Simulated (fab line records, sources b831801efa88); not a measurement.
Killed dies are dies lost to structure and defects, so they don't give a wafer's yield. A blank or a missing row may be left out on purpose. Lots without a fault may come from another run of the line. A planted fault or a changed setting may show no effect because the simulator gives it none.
Which tool did it? | flow sky130 | 13 lots, 39 wafers sampled, at 4 steps of a route of 708

WHAT THE GAUGES READ, wafer by wafer
SKY_SD_N_RS_MEAS_16: measures by four-point-probe. Usual: SD_N_RS 68.47 ohm/sq, standard deviation 0.13.
lot  | measured     | on            | SD_N_RS (ohm/sq)  | flag
L316 | day 27 15:34 | film_metro-02 | 68.49 68.55 68.68 |
L317 | day 28 07:26 | film_metro-04 | 68.51 68.42 68.54 |
L318 | day 28 11:04 | film_metro-01 | 68.47 68.62 68.48 |
L319 | day 29 03:00 | film_metro-01 | 68.44 68.32 68.47 |
L320 | day 29 07:19 | film_metro-04 | 68.40 68.28 68.35 |
L322 | day 29 23:36 | film_metro-02 | 68.50 68.51 68.49 |
L324 | day 30 20:31 | film_metro-02 | 68.33 68.34 68.42 |
L326 | day 31 13:08 | film_metro-02 | 68.78 68.74 68.61 |
L328 | day 32 03:52 | film_metro-02 | 68.31 68.45 68.32 |
L330 | day 32 20:39 | film_metro-01 | 68.58 68.61 68.69 |
L337 | day 35 00:12 | film_metro-04 | 68.29 68.54 68.31 |
L338 | day 35 03:27 | film_metro-01 | 68.48 68.43 68.56 |
L339 | day 35 08:25 | film_metro-01 | 68.61 68.52 68.70 |

SKY_SD_N_RS_MEAS_17: measures by four-point-probe. Usual: SD_P_RS 146.9 ohm/sq, standard deviation 0.41.
lot  | measured     | on            | SD_P_RS (ohm/sq)  | flag
L316 | day 27 15:41 | film_metro-02 | 147.2 147.2 147.4 |
L317 | day 28 07:34 | film_metro-04 | 147.3 146.9 147.1 |
L318 | day 28 11:11 | film_metro-01 | 147.1 147.0 147.1 |
L319 | day 29 03:07 | film_metro-01 | 146.6 147.0 146.9 |
L320 | day 29 07:26 | film_metro-04 | 146.7 146.4 146.7 |
L322 | day 29 23:43 | film_metro-02 | 146.8 147.0 146.8 |
L324 | day 30 20:38 | film_metro-02 | 146.6 146.4 146.6 |
L326 | day 31 13:16 | film_metro-02 | 148.0 147.7 147.4 |
L328 | day 32 03:59 | film_metro-02 | 146.6 147.1 146.5 |
L330 | day 32 20:46 | film_metro-01 | 147.5 146.9 147.6 |
L337 | day 35 00:19 | film_metro-04 | 146.5 147.0 146.8 |
L338 | day 35 03:34 | film_metro-01 | 147.2 147.1 146.8 |
L339 | day 35 08:32 | film_metro-01 | 147.2 147.5 147.8 |

SKY_LI_CONTACT_CD_MEAS_12: target cd 170 nm. Usual: cd_nm 170.0 nm, standard deviation 1.5.
lot  | measured     | on        | cd_nm (nm)        | flag
L316 | day 28 20:32 | cd_sem-02 | 167.6 168.3 166.4 |
L317 | day 29 12:06 | cd_sem-01 | 170.3 168.2 168.8 |
L318 | day 29 16:17 | cd_sem-02 | 170.9 170.6 170.7 |
L319 | day 30 08:05 | cd_sem-01 | 168.9 166.9 168.3 |
L320 | day 30 12:38 | cd_sem-02 | 170.1 171.4 170.0 |
L322 | day 31 04:49 | cd_sem-01 | 169.9 170.3 169.4 |
L324 | day 32 01:11 | cd_sem-02 | 167.1 169.0 168.4 |
L326 | day 32 16:54 | cd_sem-01 | 171.9 172.8 170.6 |
L328 | day 33 07:10 | cd_sem-02 | 133.8 136.1 135.5 | OFF
L330 | day 34 00:01 | cd_sem-02 | 170.4 172.3 170.2 |
L337 | day 36 03:41 | cd_sem-01 | 172.3 174.2 172.5 |
L338 | day 36 06:31 | cd_sem-01 | 168.1 169.5 168.1 |
L339 | day 36 11:26 | cd_sem-01 | 169.7 170.0 169.7 |

WHICH TOOL RAN EACH LOT (tool, then ch and the chambers of the sampled wafers, then the start)
lot  | SKY_LI_CONTACT_EXPOSE_09
L316 | krf_scanner-01 ch 0, day 28 06:33
L317 | krf_scanner-02 ch 0, day 28 23:01
L318 | krf_scanner-02 ch 0, day 29 02:55
L319 | krf_scanner-02 ch 0, day 29 17:41
L320 | krf_scanner-01 ch 0, day 29 22:37
L322 | krf_scanner-01 ch 0, day 30 14:05
L324 | krf_scanner-02 ch 0, day 31 11:59
L326 | krf_scanner-02 ch 0, day 32 03:21
L328 | krf_scanner-02 ch 0, day 32 18:37
L330 | krf_scanner-02 ch 0, day 33 10:46
L337 | krf_scanner-02 ch 0, day 35 13:49
L338 | krf_scanner-02 ch 0, day 35 17:14
L339 | krf_scanner-01 ch 0, day 35 23:05
- SKY_LI_CONTACT_EXPOSE_09: exposes mask LICM1, target cd 170 nm.

WHAT THE TOOLS THEMSELVES READ (means of the sampled wafers that have a number; where no wafer has one, the mark that the record gives instead)
The record holds no such reading with a usual standard deviation.

THE ANSWER, worked out from the rows above alone
Rule: a lot is off if the mean of its wafers that have a number lies more than 3 standard deviations from the usual mean. A lot without any number at a reading at which 4 lots or more have one is off too. The other lots that the step has rows for count as sound. The gauges are gone through in route order, then the tools' own readings, and for those a lot's mean is taken as printed above. The first step at which some lot is off is used, and at that step the reading that is off furthest; a lot without a number counts as furthest.
Off: L328, at SKY_LI_CONTACT_CD_MEAS_12 (cd_nm).
A tool fits if, at a process step before that reading, it ran every lot that is off, and no sound lot after the first of them. The gauges at SKY_LI_CONTACT_CD_MEAS_12 are tried like those tools. None of those tried fits.

WHAT THE SIMULATOR HAD PUT IN
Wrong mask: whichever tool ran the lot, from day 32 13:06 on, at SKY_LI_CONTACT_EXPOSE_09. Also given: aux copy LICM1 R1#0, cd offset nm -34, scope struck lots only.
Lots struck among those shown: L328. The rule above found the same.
